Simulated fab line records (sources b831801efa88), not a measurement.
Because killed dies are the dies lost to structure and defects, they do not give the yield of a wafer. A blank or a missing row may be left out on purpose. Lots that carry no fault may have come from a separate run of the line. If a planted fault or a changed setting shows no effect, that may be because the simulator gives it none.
Which tool was responsible? | flow gf180mcu | 14 lots, 42 wafers sampled, at 5 steps of a route of 602

## WHAT THE GAUGES SHOWED, per wafer
GF_V2_CD_MEAS_14 targets a cd of 260 nm.
lot  | measured     | on        | cd-nm (nm)
L408 | day 20 06:54 | cd-sem-02 | 261.2 262.1 260.9
L409 | day 20 16:15 | cd-sem-01 | 262.4 261.9 261.0
L410 | day 20 19:54 | cd-sem-01 | 260.4 260.2 260.5
L411 | day 21 02:18 | cd-sem-01 | 258.7 259.1 258.5
L412 | day 21 18:19 | cd-sem-02 | 261.4 260.0 260.9
L413 | day 22 02:08 | cd-sem-01 | 258.4 258.2 257.8
L414 | day 22 10:31 | cd-sem-02 | 256.4 256.0 257.6
L415 | day 22 15:22 | cd-sem-01 | 260.5 259.3 259.5
L416 | day 23 05:30 | cd-sem-02 | 259.9 261.7 260.0
L419 | day 24 10:31 | cd-sem-01 | 260.4 259.5 260.6
L421 | day 25 00:39 | cd-sem-02 | 261.1 261.5 261.4
L426 | day 26 11:51 | cd-sem-02 | 259.3 259.9 259.4
L429 | day 27 13:41 | cd-sem-01 | 260.3 258.3 260.0
L431 | day 28 04:01 | cd-sem-01 | 260.4 260.6 261.1

GF_TOP_METAL_CD_MEAS_14 targets a cd of 440 nm.
lot  | measured     | on        | cd-nm (nm)
L408 | day 28 02:15 | cd-sem-01 | 440.5 440.1 441.1
L409 | day 28 04:59 | cd-sem-01 | 442.5 442.4 441.5
L410 | day 28 10:50 | cd-sem-02 | 437.6 438.4 437.6
L411 | day 28 17:02 | cd-sem-01 | 433.7 435.1 435.3
L412 | day 29 02:43 | cd-sem-01 | 440.5 440.9 441.3
L413 | day 29 10:29 | cd-sem-02 | 439.0 438.8 437.2
L414 | day 29 20:37 | cd-sem-01 | 439.1 439.5 439.0
L415 | day 30 00:00 | cd-sem-01 | 438.1 435.5 437.2
L416 | day 30 10:21 | cd-sem-01 | 437.1 350.4 436.2
L419 | day 31 10:31 | cd-sem-02 | 442.3 443.2 438.8
L421 | day 31 18:03 | cd-sem-02 | 439.3 358.4 439.4
L426 | day 33 02:05 | cd-sem-01 | 435.6 436.3 436.5
L429 | day 33 19:55 | cd-sem-02 | 441.2 439.1 440.5
L431 | day 34 09:08 | cd-sem-01 | 438.7 437.8 437.4

## EACH LOT AND THE TOOL THAT RAN IT (in order: tool; ch and the chambers of the sampled wafers; start)
lot  | GF_M3_SPUTTER_00             | GF_M4_SPUTTER_01             | GF_TOP_METAL_EXPOSE_11
L408 | pvd-sputter-03, day 20 08:25 | pvd-sputter-03, day 22 10:50 | iline-stepper-01 ch 0, day 27 16:29
L409 | pvd-sputter-02, day 20 17:56 | pvd-sputter-04, day 22 19:37 | iline-stepper-01 ch 0, day 27 20:05
L410 | pvd-sputter-03, day 20 21:26 | pvd-sputter-01, day 22 23:44 | iline-stepper-02 ch 0, day 28 02:19
L411 | pvd-sputter-03, day 21 04:04 | pvd-sputter-04, day 23 06:39 | iline-stepper-01 ch 0, day 28 06:40
L412 | pvd-sputter-01, day 21 19:49 | pvd-sputter-03, day 23 19:56 | iline-stepper-01 ch 0, day 28 18:37
L413 | pvd-sputter-03, day 22 03:36 | pvd-sputter-01, day 24 04:47 | iline-stepper-01 ch 0, day 29 01:13
L414 | pvd-sputter-02, day 22 11:58 | pvd-sputter-03, day 24 13:13 | iline-stepper-02 ch 0, day 29 11:35
L415 | pvd-sputter-01, day 22 16:49 | pvd-sputter-04, day 24 16:49 | iline-stepper-02 ch 0, day 29 16:41
L416 | pvd-sputter-01, day 23 07:01 | pvd-sputter-04, day 25 05:10 | iline-stepper-02 ch 0, day 30 00:27
L419 | pvd-sputter-02, day 24 12:02 | pvd-sputter-01, day 26 09:10 | iline-stepper-01 ch 0, day 31 02:01
L421 | pvd-sputter-03, day 25 02:07 | pvd-sputter-04, day 26 21:30 | iline-stepper-02 ch 0, day 31 10:53
L426 | pvd-sputter-03, day 26 13:22 | pvd-sputter-04, day 28 08:13 | iline-stepper-01 ch 0, day 32 19:03
L429 | pvd-sputter-03, day 27 15:32 | pvd-sputter-01, day 29 08:35 | iline-stepper-01 ch 0, day 33 13:31
L431 | pvd-sputter-02, day 28 05:32 | pvd-sputter-04, day 29 23:20 | iline-stepper-02 ch 0, day 34 01:58
- GF_M3_SPUTTER_00: material Ti, target thk 37.5 nm, time 150 s.
- GF_M4_SPUTTER_01: material TiN, target thk 30 nm, time 25 s.
- GF_TOP_METAL_EXPOSE_11: exposes mask MetalTop, target cd 440 nm.

## WHAT THE TOOLS THEMSELVES READ (means of the sampled wafers that have a number; where no wafer has one, the mark that the record gives instead)
GF_M3_SPUTTER_00.
lot  | tool           | throttle-valve-pct (%)
L408 | pvd-sputter-03 | 28.9
L409 | pvd-sputter-02 | 30.5
L410 | pvd-sputter-03 | 29.7
L411 | pvd-sputter-03 | 29.7
L412 | pvd-sputter-01 | 30.6
L413 | pvd-sputter-03 | 29.7
L414 | pvd-sputter-02 | 28.8
L415 | pvd-sputter-01 | 30.4
L416 | pvd-sputter-01 | 30.2
L419 | pvd-sputter-02 | 29.5
L421 | pvd-sputter-03 | 29.9
L426 | pvd-sputter-03 | 29.8
L429 | pvd-sputter-03 | 29.6
L431 | pvd-sputter-02 | 29.3

GF_M4_SPUTTER_01.
lot  | tool           | throttle-valve-pct (%)
L408 | pvd-sputter-03 | 28.9
L409 | pvd-sputter-04 | 30.0
L410 | pvd-sputter-01 | 30.2
L411 | pvd-sputter-04 | 29.7
L412 | pvd-sputter-03 | 29.1
L413 | pvd-sputter-01 | 30.9
L414 | pvd-sputter-03 | 28.9
L415 | pvd-sputter-04 | 29.1
L416 | pvd-sputter-04 | 29.6
L419 | pvd-sputter-01 | 30.5
L421 | pvd-sputter-04 | 29.1
L426 | pvd-sputter-04 | 29.7
L429 | pvd-sputter-01 | 30.0
L431 | pvd-sputter-04 | 30.2

## THE ANSWER, worked out from the rows above alone
Rule: usual is defined by the lots themselves. Put in order of their means at a reading, lots are off if they are a third of the lots or fewer, leave a main group of 4 or more, and stand apart from it by a gap of 3 or more times the standard deviation of the main group's means; of several such gaps the widest counts. If all means in a main group match to the digits the tables above print for the reading, that group is not used. A lot without any number at a reading at which 4 lots or more have one is off too. All remaining lots with rows at the step are treated as sound. The gauges are gone through in route order, then the tools' own readings, and for those a lot's mean is taken as printed above. At the first step where some lot is off, the reading lying furthest off is the one used; lots without a number count as furthest.
Off, at GF_TOP_METAL_CD_MEAS_14 on cd-nm: L416, L421. The main group has a mean of 438.9 nm with a standard deviation of 2.2.
A tool fits if, at a process step before that reading, it ran every lot that is off, and no sound lot after the first of them. Those tools and the gauges at GF_TOP_METAL_CD_MEAS_14 are tried in the same way. None of those tried fits.

## WHAT THE SIMULATOR HAD INSERTED
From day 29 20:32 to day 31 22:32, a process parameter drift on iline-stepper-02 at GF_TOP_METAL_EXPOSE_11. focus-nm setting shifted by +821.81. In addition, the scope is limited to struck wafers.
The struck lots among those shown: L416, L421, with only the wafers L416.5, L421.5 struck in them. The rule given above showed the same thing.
